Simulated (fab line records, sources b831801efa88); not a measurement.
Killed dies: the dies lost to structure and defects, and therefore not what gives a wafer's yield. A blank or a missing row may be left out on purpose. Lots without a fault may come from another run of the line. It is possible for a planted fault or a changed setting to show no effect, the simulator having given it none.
fab line records	flow sky130	part 1 of 2: steps 1 to 24 of 36
record lots=5	wafers=15	last_day=50
route steps=708 shown VIA2@519 METAL3@532 CAPM@537
lots with no fault: from the same line, run without faults
start_h: hours from the record's opening day to when the first of the lot's shown wafers began	wait_h: hours since the lot's step before	" as in the row above	L1.1+2: several wafers, shown together as one row	- no value, or no start given	* or withheld: withheld	< > ~ a bound
route shown NAME@n: names a module that has steps shown in the file, with the first one's number in the route	usual: the fault-free wafers' mean and standard deviation	same: alike in all rows	chamber/n: place in a boat	sites: each site's reading	_std_site: how widely they spread, as a standard deviation	_edge_site: inner sites' mean taken away from outer sites' mean	radius_mm: for every site, how far away it sits from the centre of the wafer	mask NAME#n: copy n	behind: the last tool/chamber to shape the wafer	hold: cause of the lot's hold/its duration in hours/its outcome	device: whichever transistor did not switch (one of n, p or np)	end of line: the tests these same wafers got at the end of their route	a step given without rows: its recipe and nothing more	killed: the dies lost at the first sort to structure and to defects; this is not the yield of the wafer	map: a wafer's dies, marking killed ones x, the rest . and places with no die _
set.NAME: the setting that was run; set.NAME@STEP: the one run at that earlier step	model.NAME: the simulator's own value behind a step, which no gauge read
lots seen at some steps along the route; tables by step, rows by wafer
services: when a tool's chamber went out of use (start_h, in hours from the record's first day, below 0 if earlier), for how many hours, and the reason
## steps
# step SKY_VIA2_CD_MEAS_12
# recipe target_cd_nm=200
# usual cd_nm=199.9/1.5
lot.wafer	tool	chamber	start_h	wait_h	cd_nm
L080.3	cd_sem-01	-	897.10	-	200.4
L080.4	"	-	"	"	199.3
L080.5	"	-	"	"	201.3
L084.1	cd_sem-01	-	933.05	-	197.8
L084.3	"	-	"	"	200.6
L084.5	"	-	"	"	199.3
L085.1	cd_sem-01	-	934.58	-	201.1
L085.4	"	-	"	"	201.3
L085.6	"	-	"	"	200.9
L088.2	cd_sem-02	-	958.07	-	195.8
L088.4	"	-	"	"	197.1
L088.5	"	-	"	"	197.4
L095.1	cd_sem-02	-	1015.28	-	199.7
L095.3	"	-	"	"	201.1
L095.6	"	-	"	"	199.8
# step SKY_VIA2_OVL_MEAS_13
# usual VIA2_OVL=1/4.9
lot.wafer	tool	chamber	start_h	wait_h	VIA2_OVL[nm]
L080.3	overlay-01	-	897.19	0.1	0
L080.4	"	-	"	"	-6
L080.5	"	-	"	"	2
L084.1	overlay-02	-	933.17	0.1	2
L084.3	"	-	"	"	-4
L084.5	"	-	"	"	-1
L085.1	overlay-02	-	934.70	0.1	10
L085.4	"	-	"	"	8
L085.6	"	-	"	"	9
L088.2	overlay-02	-	958.18	0.1	-4
L088.4	"	-	"	"	2
L088.5	"	-	"	"	5
L095.1	overlay-01	-	1015.40	0.1	-7
L095.3	"	-	"	"	-2
L095.6	"	-	"	"	1
# step SKY_VIA2_ETCH_14
# recipe chemistry=N2/H2	target=BARC	ion_energy_ev=200	source_w=500	bias_w=100	pressure_mtorr=30	n2_flow_sccm=100	h2_flow_sccm=200	stop_on=SiO2	time_s=45.9	target_depth_a=600
# usual drypump_motor_current_A=5.7/0.32	oes_product_au=0.856/0.0039	throttle_valve_pct=13.225/0.0093
lot.wafer	tool	chamber	start_h	wait_h	drypump_motor_current_A	oes_product_au	rf_hours_counter_h	throttle_valve_pct
L080.3	rie_diel-01	1	897.21	0.0	5.4	0.855	4	13.218
L080.4	"	3	"	"	6.0	0.853	21	13.233
L080.5	"	2	"	"	5.9	0.858	-	13.228
L084.1	rie_diel-01	0	933.21	0.0	5.6	0.859	2	13.216
L084.3	"	3	"	"	6.0	0.859	21	13.227
L084.5	"	2	"	"	5.9	0.860	-	13.225
L085.1	rie_diel-04	2	934.73	0.0	6.0	0.853	8	13.229
L085.4	"	3	"	"	5.8	0.860	8	13.213
L085.6	"	0	"	"	5.5	0.859	-	13.221
L088.2	rie_diel-04	0	958.21	0.0	5.6	0.854	10	13.203
L088.4	"	2	"	"	6.0	0.857	9	13.224
L088.5	"	0	"	"	5.6	0.852	-	13.224
L095.1	rie_diel-01	3	1015.43	0.0	6.0	0.848	1	13.219
L095.3	"	1	"	"	5.4	0.858	7	13.233
L095.6	"	0	"	"	5.6	0.853	-	13.214
# step SKY_VIA2_ETCH_15
# recipe target=SiO2	chemistry=C4F8/O2/Ar	target_depth_nm=546	stop_on=TiN	mask_material=KrF-thick	source_w=1500	bias_w=1200	pressure_mtorr=40	c4f8_flow_sccm=withheld	O2_flow_sccm=6	Ar_flow_sccm=300	time_s=84
# usual oes_product_au=0.940/0.0048
lot.wafer	tool	chamber	start_h	wait_h	oes_product_au	rf_hours_counter_h
L080.3	rie_diel-01	1	897.26	0.0	0.933	4
L080.4	"	3	"	"	0.934	21
L080.5	"	2	"	"	0.946	-
L084.1	rie_diel-01	0	933.25	0.0	0.943	2
L084.3	"	3	"	"	0.942	22
L084.5	"	2	"	"	0.941	-
L085.1	rie_diel-04	2	934.78	0.0	0.947	8
L085.4	"	3	"	"	0.942	8
L085.6	"	0	"	"	0.943	-
L088.2	rie_diel-04	0	958.25	0.0	0.936	10
L088.4	"	2	"	"	0.943	9
L088.5	"	0	"	"	0.940	-
L095.1	rie_diel-01	3	1015.48	0.0	0.942	1
L095.3	"	1	"	"	0.938	7
L095.6	"	0	"	"	0.943	-
# step SKY_VIA2_STRIP_16
# recipe chemistry=O2/N2	power_w=1400	pressure_mtorr=1500	platen_temp_c=withheld	o2_flow_sccm=3000	n2_flow_sccm=300	overash_fraction=0.5
# usual drypump_motor_current_A=5.6/0.43	oes_product_au=0.399/0.0047	strip_time_to_endpoint_s=4.054/0.029
lot.wafer	tool	chamber	start_h	wait_h	drypump_motor_current_A	oes_product_au	rf_hours_counter_h	strip_time_to_endpoint_s
L080.3	plasma_asher-01	0	897.35	0.1	6.1	0.401	-	4.060
L080.4	"	1	"	"	5.7	0.398	-	4.108
L080.5	"	0	"	"	6.1	0.395	-	4.036
L084.1	plasma_asher-03	0	933.31	0.0	5.3	0.398	19	4.032
L084.3	"	0	"	"	5.3	0.402	-	4.059
L084.5	"	1	"	"	5.3	0.396	-	4.036
L085.1	plasma_asher-03	1	934.84	0.0	5.3	0.409	19	4.064
L085.4	"	1	"	"	5.3	0.396	-	4.117
L085.6	"	1	"	"	5.2	0.405	-	4.082
L088.2	plasma_asher-03	0	958.31	0.0	5.3	0.406	21	4.040
L088.4	"	0	"	"	5.3	0.403	-	4.037
L088.5	"	0	"	"	5.3	0.401	-	4.043
L095.1	plasma_asher-03	1	1015.54	0.0	5.3	0.407	28	4.002
L095.3	"	0	"	"	5.3	0.395	-	4.007
L095.6	"	1	"	"	5.3	0.400	-	4.036
# step SKY_VIA2_STRIP_17
# recipe chemistry=post_etch_residue_remover	time_s=1200	temp_c=72.5
lot.wafer	tool	chamber	start_h	wait_h
L080.3+4+5	wet_bench-02	1	897.42	0.0
L084.1+3+5	wet_bench-01	0	933.41	0.1
L085.1+4+6	wet_bench-03	2	935.06	0.2
L088.2+4+5	wet_bench-02	3	958.41	0.1
L095.1+3+6	wet_bench-03	2	1015.64	0.1
# step SKY_VIA2_CLEAN_18
# recipe chemistry=IPA	time_s=180	temp_c=25
lot.wafer	tool	chamber	start_h	wait_h
L080.3+4+5	wet_bench-03	3	897.76	0.0
L084.1+3+5	wet_bench-03	2	933.75	0.0
L085.1+4+6	wet_bench-03	1	935.40	0.0
L088.2+4+5	wet_bench-01	1	958.75	0.0
L095.1+3+6	wet_bench-02	3	1015.98	0.0
# step SKY_VIA2_CLEAN_19
# recipe chemistry=O3/DIW	dry=n2_spin
lot.wafer	tool	chamber	start_h	wait_h
L080.3+4+5	wet_bench-01	0	897.82	0.0
L084.1+3+5	wet_bench-03	2	933.81	0.0
L085.1+4+6	wet_bench-03	2	935.46	0.0
L088.2+4+5	wet_bench-03	0	958.81	0.0
L095.1+3+6	wet_bench-01	1	1016.04	0.0
# step SKY_VIA2_SPUTTER_20
# recipe material=TiN	target_thk_nm=20	chamber_pressure_pa=5	power_w=4000	time_s=80
# usual cathode_dc_power_W=4000.0/0.75	throttle_valve_pct=29.6/1.2
lot.wafer	tool	chamber	start_h	wait_h	cathode_dc_power_W	throttle_valve_pct
L080.3	pvd_sputter-04	-	897.91	0.0	4000.8	29.8
L080.4	"	-	"	"	4000.5	27.6
L080.5	"	-	"	"	4000.0	31.0
L084.1	pvd_sputter-01	-	933.90	0.0	3998.7	28.4
L084.3	"	-	"	"	4000.5	30.0
L084.5	"	-	"	"	3999.0	29.9
L085.1	pvd_sputter-04	-	935.55	0.0	4000.3	29.2
L085.4	"	-	"	"	4001.3	30.8
L085.6	"	-	"	"	4001.5	29.3
L088.2	pvd_sputter-04	-	958.91	0.0	3999.6	29.2
L088.4	"	-	"	"	3999.8	29.4
L088.5	"	-	"	"	4001.0	27.9
L095.1	pvd_sputter-04	-	1016.13	0.0	3999.6	29.5
L095.3	"	-	"	"	3998.7	29.9
L095.6	"	-	"	"	3999.6	30.7
# step SKY_VIA2_CVD_21
# recipe material=W	target_thk_nm=420	time_s=126.4	temp_c=400	pressure_torr=40
# usual heater_power_outer_w=500/56	heater_power_w=813/68
lot.wafer	tool	chamber	start_h	wait_h	heater_power_outer_w	heater_power_w
L080.3	cvd_w-02	0	898.01	0.1	555	875
L080.4	"	1	"	"	435	717
L080.5	"	1	"	"	448	714
L084.1	cvd_w-01	0	933.97	0.0	527	842
L084.3	"	0	"	"	504	872
L084.5	"	0	"	"	508	850
L085.1	cvd_w-02	1	935.61	0.0	440	724
L085.4	"	1	"	"	442	704
L085.6	"	1	"	"	440	721
L088.2	cvd_w-02	0	958.97	0.0	574	834
L088.4	"	1	"	"	453	700
L088.5	"	0	"	"	553	838
L095.1	cvd_w-02	0	1016.19	0.0	562	841
L095.3	"	0	"	"	564	872
L095.6	"	1	"	"	453	701
# step SKY_VIA2_RS_MEAS_22
# recipe thk_meas_gauge=four-point-probe	reads=W_of_VIA2_CVD_21+TiN_of_VIA2_SPUTTER_20
# usual VIA2_W_RS=0.273/0.0033
lot.wafer	tool	chamber	start_h	wait_h	VIA2_W_RS[ohm/sq]
L080.3	film_metro-04	-	898.14	0.1	0.272
L080.4	"	-	"	"	0.268
L080.5	"	-	"	"	0.267
L084.1	film_metro-01	-	934.23	0.2	0.275
L084.3	"	-	"	"	0.278
L084.5	"	-	"	"	0.273
L085.1	film_metro-01	-	935.74	0.1	0.268
L085.4	"	-	"	"	0.269
L085.6	"	-	"	"	0.269
L088.2	film_metro-02	-	959.12	0.1	0.274
L088.4	"	-	"	"	0.275
L088.5	"	-	"	"	0.275
L095.1	film_metro-04	-	1016.32	0.1	0.269
L095.3	"	-	"	"	0.271
L095.6	"	-	"	"	0.268
# step SKY_VIA2_THK_MEAS_23
# recipe thk_meas_gauge=xrf	reads=W_of_VIA2_CVD_21
# usual VIA2_W_THK=434/9.6
lot.wafer	tool	chamber	start_h	wait_h	VIA2_W_THK[nm]
L080.3	film_metro-04	-	898.24	0.1	437
L080.4	"	-	"	"	445
L080.5	"	-	"	"	445
L084.1	film_metro-01	-	934.35	0.1	423
L084.3	"	-	"	"	422
L084.5	"	-	"	"	425
L085.1	film_metro-01	-	935.86	0.1	434
L085.4	"	-	"	"	431
L085.6	"	-	"	"	429
L088.2	film_metro-02	-	959.23	0.1	437
L088.4	"	-	"	"	437
L088.5	"	-	"	"	433
L095.1	film_metro-04	-	1016.44	0.1	439
L095.3	"	-	"	"	436
L095.6	"	-	"	"	437
# step SKY_VIA2_CMP_24
# recipe stop_on=SiO2	t_overpolish_s=20	down_force_psi=3.5	platen_rpm=60	target_thk_nm=0	pad_velocity_m_s=0.94248
# usual edge_zone_pressure_frac=1.000/0.0048	motor_current_A=11.0/0.65	overpolish_run_s=19.999/0.009	retaining_ring_pressure_frac=0.999/0.0054	time_to_endpoint_s=102/3.5
lot.wafer	tool	chamber	start_h	wait_h	edge_zone_pressure_frac	motor_current_A	overpolish_run_s	retaining_ring_pressure_frac	time_to_endpoint_s
L080.3	cmp-01	2	898.28	0.0	0.998	11.3	20.001	0.998	104
L080.4	"	3	"	"	0.994	10.5	20.000	1.001	103
L080.5	"	2	"	"	0.994	11.2	20.013	0.997	103
L084.3	cmp-01	3	934.41	0.0	0.996	11.3	20.001	0.998	94
L084.1	"	0	"	"	0.992	11.7	19.991	1.002	104
L084.5	"	0	"	"	0.995	11.6	20.001	1.007	104
L085.1	cmp-01	3	935.95	0.1	1.000	11.0	19.994	0.991	100
L085.4	"	1	"	"	0.998	9.8	19.988	0.996	106
L085.6	"	3	"	"	0.997	11.3	20.003	0.992	102
L088.2	cmp-01	0	959.33	0.1	0.995	11.6	19.993	1.014	104
L088.4	"	1	"	"	1.004	9.9	20.005	1.010	99
L088.5	"	3	"	"	1.005	10.8	20.013	0.999	99
L095.1	cmp-02	2	1019.26	2.8	1.000	11.2	19.996	0.996	106
L095.3	"	1	"	"	1.004	11.3	20.003	1.003	105
L095.6	"	3	"	"	0.994	10.9	20.000	1.000	98
# step SKY_METAL3_SPUTTER_00
# recipe material=Ti	target_thk_nm=15	power_w=3000	time_s=10	chamber_pressure_pa=0.4
# usual cathode_dc_power_W=3000.0/0.54	throttle_valve_pct=30.0/1.2
lot.wafer	tool	chamber	start_h	wait_h	cathode_dc_power_W	throttle_valve_pct
L080.3	pvd_sputter-02	-	898.58	0.2	3000.2	30.9
L080.4	"	-	"	"	3000.2	29.5
L080.5	"	-	"	"	3000.9	29.7
L084.1	pvd_sputter-03	-	934.71	0.2	3000.1	30.2
L084.3	"	-	"	"	2999.2	28.8
L084.5	"	-	"	"	2999.9	30.2
L085.1	pvd_sputter-01	-	936.25	0.2	2999.4	32.5
L085.4	"	-	"	"	3000.6	29.9
L085.6	"	-	"	"	2999.5	28.6
L088.2	pvd_sputter-01	-	959.58	0.2	3000.3	29.9
L088.4	"	-	"	"	2999.3	30.1
L088.5	"	-	"	"	2999.4	28.4
L095.1	pvd_sputter-01	-	1019.56	0.2	2999.1	30.2
L095.3	"	-	"	"	2999.3	30.2
L095.6	"	-	"	"	3000.9	29.9
# step SKY_METAL3_SPUTTER_01
# recipe material=TiN	target_thk_nm=20	power_w=6500	time_s=16.7	chamber_pressure_pa=0.4
# usual cathode_dc_power_W=6500.1/1	throttle_valve_pct=30.0/1.2
lot.wafer	tool	chamber	start_h	wait_h	cathode_dc_power_W	throttle_valve_pct
L080.3	pvd_sputter-02	-	898.60	0.0	6501.4	31.1
L080.4	"	-	"	"	6500.7	30.0
L080.5	"	-	"	"	6500.3	29.9
L084.1	pvd_sputter-03	-	934.73	0.0	6499.6	30.3
L084.3	"	-	"	"	6500.1	29.2
L084.5	"	-	"	"	6501.4	30.4
L085.1	pvd_sputter-01	-	936.27	0.0	6500.4	32.4
L085.4	"	-	"	"	6499.2	30.0
L085.6	"	-	"	"	6500.2	28.4
L088.2	pvd_sputter-01	-	959.61	0.0	6499.6	29.9
L088.4	"	-	"	"	6499.6	30.2
L088.5	"	-	"	"	6499.7	28.3
L095.1	pvd_sputter-01	-	1019.59	0.0	6498.9	30.1
L095.3	"	-	"	"	6498.9	30.1
L095.6	"	-	"	"	6500.2	30.2
# step SKY_METAL3_SPUTTER_02
# recipe material=AlCu	target_thk_nm=735	power_w=10600	time_s=39.1	chamber_pressure_pa=0.4
# usual cathode_dc_power_W=10600/1.7	throttle_valve_pct=30.0/1.2
lot.wafer	tool	chamber	start_h	wait_h	cathode_dc_power_W	throttle_valve_pct
L080.3	pvd_sputter-02	-	898.63	0.0	10602	31.1
L080.4	"	-	"	"	10603	30.1
L080.5	"	-	"	"	10602	29.9
L084.1	pvd_sputter-03	-	934.75	0.0	10600	30.4
L084.3	"	-	"	"	10604	28.9
L084.5	"	-	"	"	10600	30.1
L085.1	pvd_sputter-01	-	936.30	0.0	10599	32.5
L085.4	"	-	"	"	10603	30.0
L085.6	"	-	"	"	10600	28.2
L088.2	pvd_sputter-01	-	959.63	0.0	10599	30.0
L088.4	"	-	"	"	10598	30.1
L088.5	"	-	"	"	10601	28.4
L095.1	pvd_sputter-01	-	1019.61	0.0	10596	30.0
L095.3	"	-	"	"	10602	30.1
L095.6	"	-	"	"	10600	30.0
# step SKY_METAL3_SPUTTER_03
# recipe material=Ti	target_thk_nm=5	power_w=3000	time_s=3.3	chamber_pressure_pa=0.4
# usual cathode_dc_power_W=3000.0/0.55	throttle_valve_pct=30.0/1.2
lot.wafer	tool	chamber	start_h	wait_h	cathode_dc_power_W	throttle_valve_pct
L080.3	pvd_sputter-02	-	898.67	0.0	3000.3	31.0
L080.4	"	-	"	"	3000.5	30.1
L080.5	"	-	"	"	2999.9	29.9
L084.1	pvd_sputter-03	-	934.79	0.0	2998.7	30.3
L084.3	"	-	"	"	3000.8	28.8
L084.5	"	-	"	"	3000.1	30.2
L085.1	pvd_sputter-01	-	936.34	0.0	3000.3	32.4
L085.4	"	-	"	"	3000.4	30.1
L085.6	"	-	"	"	2999.2	28.5
L088.2	pvd_sputter-01	-	959.67	0.0	3000.8	30.1
L088.4	"	-	"	"	3000.5	30.0
L088.5	"	-	"	"	3000.4	28.2
L095.1	pvd_sputter-01	-	1019.65	0.0	2999.7	30.2
L095.3	"	-	"	"	3000.0	29.8
L095.6	"	-	"	"	2999.8	30.3
# step SKY_METAL3_SPUTTER_04
# recipe material=TiN	target_thk_nm=70	power_w=6500	time_s=58.3	chamber_pressure_pa=0.4
# usual cathode_dc_power_W=6500.1/1.1	throttle_valve_pct=30.0/1.2
lot.wafer	tool	chamber	start_h	wait_h	cathode_dc_power_W	throttle_valve_pct
L080.3	pvd_sputter-02	-	898.69	0.0	6499.0	30.7
L080.4	"	-	"	"	6500.3	29.8
L080.5	"	-	"	"	6499.8	29.6
L084.1	pvd_sputter-03	-	934.81	0.0	6499.4	30.2
L084.3	"	-	"	"	6499.8	28.7
L084.5	"	-	"	"	6500.0	30.1
L085.1	pvd_sputter-01	-	936.36	0.0	6500.4	32.4
L085.4	"	-	"	"	6501.2	30.1
L085.6	"	-	"	"	6501.9	28.4
L088.2	pvd_sputter-01	-	959.69	0.0	6501.4	30.0
L088.4	"	-	"	"	6500.7	30.1
L088.5	"	-	"	"	6498.2	28.2
L095.1	pvd_sputter-01	-	1019.67	0.0	6500.4	30.0
L095.3	"	-	"	"	6500.5	29.6
L095.6	"	-	"	"	6499.5	30.3
# step SKY_CAPM_CVD_00
# recipe material=SiO2	target_thk_nm=15.5	temp_c=400	time_s=withheld	rf_w=450
# usual heater_power_outer_w=443/95	heater_power_w=759/140
lot.wafer	tool	chamber	start_h	wait_h	heater_power_outer_w	heater_power_w
L080.3	pecvd-03	1	898.74	0.0	471	751
L080.4	"	1	"	"	469	756
L080.5	"	2	"	"	628	1027
L084.1	pecvd-03	1	934.86	0.0	451	754
L084.3	"	2	"	"	689	1116
L084.5	"	2	"	"	695	1153
L085.1	pecvd-02	0	936.41	0.0	536	855
L085.4	"	0	"	"	534	854
L085.6	"	2	"	"	277	540
L088.2	pecvd-02	2	959.74	0.0	286	558
L088.4	"	0	"	"	489	801
L088.5	"	2	"	"	290	555
L095.1	pecvd-01	1	1019.72	0.0	375	675
L095.3	"	1	"	"	374	677
L095.6	"	1	"	"	367	670
# step SKY_CAPM_THK_MEAS_01
# recipe reads=SiO2_of_CAPM_CVD_00
# usual CAPM_CVD_00_THK=15.43/0.24
lot.wafer	tool	chamber	start_h	wait_h	CAPM_CVD_00_THK[nm]
L080.3	film_metro-04	-	898.78	-	15.24
L080.4	"	-	"	"	15.60
L080.5	"	-	"	"	15.54
L084.1	film_metro-01	-	934.88	-	14.96
L084.3	"	-	"	"	15.30
L084.5	"	-	"	"	15.65
L085.1	film_metro-04	-	936.43	-	15.37
L085.4	"	-	"	"	15.69
L085.6	"	-	"	"	15.61
L088.2	film_metro-01	-	959.78	-	15.69
L088.4	"	-	"	"	15.66
L088.5	"	-	"	"	15.96
L095.1	film_metro-03	-	1019.75	-	15.71
L095.3	"	-	"	"	15.87
L095.6	"	-	"	"	15.70
# step SKY_CAPM_SPUTTER_02
# recipe material=TiN	target_thk_nm=200	temp_c=300	power_w=6500	time_s=166.7	chamber_pressure_pa=0.4
# usual cathode_dc_power_W=6499.8/1.1	throttle_valve_pct=29.6/1.1
lot.wafer	tool	chamber	start_h	wait_h	cathode_dc_power_W	throttle_valve_pct
L080.3	pvd_sputter-04	-	898.82	0.0	6499.8	27.6
L080.4	"	-	"	"	6500.6	30.9
L080.5	"	-	"	"	6500.8	29.4
L084.1	pvd_sputter-04	-	934.94	0.1	6500.0	27.8
L084.3	"	-	"	"	6501.4	29.9
L084.5	"	-	"	"	6499.3	29.3
L085.1	pvd_sputter-04	-	936.49	0.1	6499.9	29.6
L085.4	"	-	"	"	6497.3	31.1
L085.6	"	-	"	"	6500.2	27.8
L088.2	pvd_sputter-03	-	959.83	0.0	6500.7	30.1
L088.4	"	-	"	"	6501.0	30.2
L088.5	"	-	"	"	6501.4	29.9
L095.1	pvd_sputter-03	-	1019.81	0.1	6499.4	29.9
L095.3	"	-	"	"	6500.6	30.3
L095.6	"	-	"	"	6499.4	29.9
# step SKY_CAPM_RS_MEAS_03
# recipe thk_meas_gauge=four-point-probe	reads=TiN_of_CAPM_SPUTTER_02
# usual CAPM_TIN_RS=6.90/0.092
lot.wafer	tool	chamber	start_h	wait_h	CAPM_TIN_RS[ohm/sq]
L080.3	film_metro-01	-	898.97	0.1	6.90
L080.4	"	-	"	"	6.85
L080.5	"	-	"	"	6.89
L084.1	film_metro-04	-	935.05	0.1	6.85
L084.3	"	-	"	"	6.86
L084.5	"	-	"	"	6.88
L085.1	film_metro-01	-	936.60	0.1	7.01
L085.4	"	-	"	"	6.85
L085.6	"	-	"	"	7.00
L088.2	film_metro-03	-	959.96	0.1	7.01
L088.4	"	-	"	"	6.84
L088.5	"	-	"	"	6.91
L095.1	film_metro-01	-	1019.92	0.1	6.81
L095.3	"	-	"	"	6.92
L095.6	"	-	"	"	6.87
# step SKY_CAPM_THK_MEAS_04
# recipe thk_meas_gauge=xrf	reads=TiN_of_CAPM_SPUTTER_02
# usual CAPM_TIN_THK=198.0/2.9
lot.wafer	tool	chamber	start_h	wait_h	CAPM_TIN_THK[nm]
L080.3	film_metro-01	-	899.07	0.1	199.2
L080.4	"	-	"	"	200.1
L080.5	"	-	"	"	198.3
L084.1	film_metro-04	-	935.17	0.1	200.2
L084.3	"	-	"	"	199.7
L084.5	"	-	"	"	199.3
L085.1	film_metro-01	-	936.72	0.1	194.6
L085.4	"	-	"	"	199.9
L085.6	"	-	"	"	194.5
L088.2	film_metro-03	-	960.07	0.1	194.3
L088.4	"	-	"	"	199.6
L088.5	"	-	"	"	197.8
L095.1	film_metro-01	-	1020.04	0.1	200.5
L095.3	"	-	"	"	198.7
L095.6	"	-	"	"	198.9
# step SKY_CAPM_DEHYDRATE_05
# recipe temp_c=200	time_s=60
lot.wafer	tool	chamber	start_h	wait_h
L080.3+4+5	litho_track-04	0	911.43	12.4
L084.1+3+5	litho_track-04	0	945.63	10.4
L085.1+4+6	litho_track-04	0	947.98	11.3
L088.2+4+5	litho_track-02	0	971.01	10.9
L095.1+3+6	litho_track-01	0	1028.75	8.7
